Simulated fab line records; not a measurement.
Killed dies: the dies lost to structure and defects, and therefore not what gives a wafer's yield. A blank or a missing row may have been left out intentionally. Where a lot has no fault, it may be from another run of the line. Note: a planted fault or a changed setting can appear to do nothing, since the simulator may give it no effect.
8D (eight disciplines) problem report, filled in by code / flow gf180mcu / the parts of the form that need people (team, actions taken, sign-off) are left out

## 1. WHAT IS WRONG
Mean V3_W_RS at GF_V3_RS_MEAS_24: 0.195 ohm/sq over 6 wafers in 2 lots; fault-free wafers: 0.326 ohm/sq, standard deviation 0.0031. That is -42 standard deviations from the usual mean.
The step: measures by four-point-probe.
First seen on wafer L922.1, day 28 10:44, on filmMetro-03. Wafers with a number at this step in the record: 33, from 11 lots. Rule for "out" (also "out of limits"): further than 4 standard deviations from the usual mean. Any other wafer with a number is counted as sound.

## 2. WHAT IT IS, WHAT IT ISN'T
question=which readings at this step | is=V3_W_RS | is not=-
question=which lots | is=L922, L924 | is not=L904, L906, L907, L908, L909, L912, L915, L917, L923
question=which wafers of those lots | is=all that have a number | is not=-
question=read on which gauges | is=filmMetro-01, filmMetro-03 | is not=filmMetro-04
question=when | is=from day 28 10:44 | is not=up to then (24 sound wafers); but 3 sound wafers of L923 came after

## 3. SUSPECTS, AND WHAT RULES EACH OUT
Counting: a tool at any process step up to the reading remains a suspect when it ran all the lots that are out and ran no sound lot after the first of those.
- ruled out: the gauge at GF_V3_RS_MEAS_24. The wafers that are out were read on 2 gauges (filmMetro-01, filmMetro-03).
- cvdW-01 at GF_V3_CVD_23 (deposits W, target thk 350 nm, time 104.9 s): kept. It processed each lot that is out, first L922 at day 28 10:38, and no sound lot thereafter; up to then, the last sound lot it processed was L915 at day 26 10:52. Its own susceptorTempC readings are out on those wafers.
The count leaves cvdW-01 at GF_V3_CVD_23.

## 4. THE CAUSE (what the simulator had put in)
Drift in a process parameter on cvdW-01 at GF_V3_CVD_23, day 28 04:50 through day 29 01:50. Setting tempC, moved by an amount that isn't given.
Counting left only this tool.

## 5. THE EFFECT CHAIN, in route order
Rows list readings where the struck wafers' mean (over those with a number) sits beyond 3 standard deviations from the usual. Only readings whose record carries a usual standard deviation are examined. hours: median over the lots of the time between each lot's start at the first step of this table that gives one and its start at this step. sigmas: the change, counted in usual standard deviations.
hours=0; step=GF_V3_CVD_23; reading=susceptorTempC; usual=400.03 C; on struck wafers=443.18; change=+43.15; sigmas=+99 or more
hours=0; step=GF_V3_RS_MEAS_24; reading=V3_W_RS; usual=0.326 ohm/sq; on struck wafers=0.195; change=-0.132; sigmas=-42
hours=0; step=GF_V3_CMP_26; reading=timeToEndpointS; usual=85.6 s; on struck wafers=140.6; change=+55.0; sigmas=+20
It contains these process steps:
- GF_V3_CVD_23: deposits W, target thk 350 nm, time 104.9 s.
- GF_V3_CMP_26: polishes, stops on SiO2, t overpolish 15 s, target thk 0 nm.
Readings that are blank on the struck wafers while sound wafers have them: V3_W_THK at GF_V3_THK_MEAS_25.
At these later measuring or inspecting steps, every struck wafer for which the step has a row has a number for every such reading, and none has moved that far: GF_V4_THK_MEAS_03.

## 6. HOW IT WOULD HAVE BEEN CAUGHT EARLIER
6 hours passed between the start of the fault at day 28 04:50 and the first reading out of limits at a measuring or inspecting step in this record, taken at day 28 10:44.
The tool's own readings at GF_V3_CVD_23 were out on every struck wafer that the step has a row for (susceptorTempC): an alarm limit on them would have fired on the first of those.
L924, from the lots that are out (2), started GF_V3_CVD_23 on cvdW-01 later than day 28 10:44. A tool hold placed at that time would have kept it from harm.
